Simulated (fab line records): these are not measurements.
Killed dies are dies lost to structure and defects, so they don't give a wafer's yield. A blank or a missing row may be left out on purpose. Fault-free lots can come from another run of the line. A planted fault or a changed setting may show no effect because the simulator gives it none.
Matching of chambers ; flow gf180mcu ; GF_STI_ETCH_14 on rieSi-02 has 4 sister chambers
The step etches Si in HBr/Cl2/O2, target depth 360 nm, time 102.9 s. 16 wafers are shown with their chamber, then 8 later ones without.

== EACH WAFER AND ITS CHAMBER ==
wafer;chamber;runLengthS (s);oesProductAu (a.u.);throttleValvePct (%)
L228.2;0;131.2;1.008;25.641
L228.3;2;131.7;0.986;25.678
L228.4;1;131.0;0.986;25.678
L229.1;2;131.0;0.989;25.651
L229.3;0;131.4;1.000;25.663
L229.5;2;131.4;0.991;25.653
L230.1;2;131.2;0.985;25.662
L230.2;0;131.6;1.005;25.637
L230.4;1;130.9;0.988;25.676
L231.3;3;131.0;1.016;25.651
L231.5;1;130.6;0.988;25.660
L231.6;0;131.6;1.010;25.661
L236.4;1;130.6;0.979;25.664
L236.5;2;131.4;1.002;25.659
L236.6;3;130.8;1.002;25.656
L238.1;3;130.9;0.985;25.663

SIGNATURES (means of the wafers above)
reading;chamber 0;chamber 1;chamber 2;chamber 3;scatter within a chamber
runLengthS;131.450;130.775;131.340;130.900;0.21
oesProductAu;1.00575;0.98525;0.99060;1.00100;0.00806
throttleValvePct;25.65050;25.66950;25.66060;25.65667;0.0104
Rule: a wafer's distance from a chamber is the root of the sum, over the readings, of the square of ((its reading less the chamber's mean) divided by the reading's scatter). If the next closest chamber is less than 2 further off than the closest, the wafer can't be placed; otherwise it belongs to the closest. The scatter: take each reading less its chamber's mean, square it, sum over the shown wafers, divide by the number of wafers less the number of chambers, and take the root.

== WAFERS WITHOUT THEIR CHAMBER ==
wafer;runLengthS (s);oesProductAu (a.u.);throttleValvePct (%)
L238.3;131.7;1.009;25.631
L238.5;131.7;1.012;25.650
L241.1;131.4;0.992;25.657
L241.4;132.0;1.003;25.657
L241.6;131.6;1.014;25.642
L250.2;131.5;1.005;25.666
L250.5;131.1;1.001;25.653
L250.6;130.6;0.991;25.665

== CHAMBER TAKEN BY EACH ==
wafer;from the rows above;in truth
L238.3;can't be placed: 0 or 2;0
L238.5;can't be placed: 0 or 2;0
L241.1;can't be placed: 2 or 0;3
L241.4;can't be placed: 0 or 2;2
L241.6;0;0
L250.2;can't be placed: 0 or 2 or 3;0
L250.5;can't be placed: 3 or 0 or 2 or 1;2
L250.6;can't be placed: 1 or 3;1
Correctly placed: 1 of 8. From these rows, 7 cannot be placed; in 6 the true chamber is one of the candidates. Wrongly placed: 0.
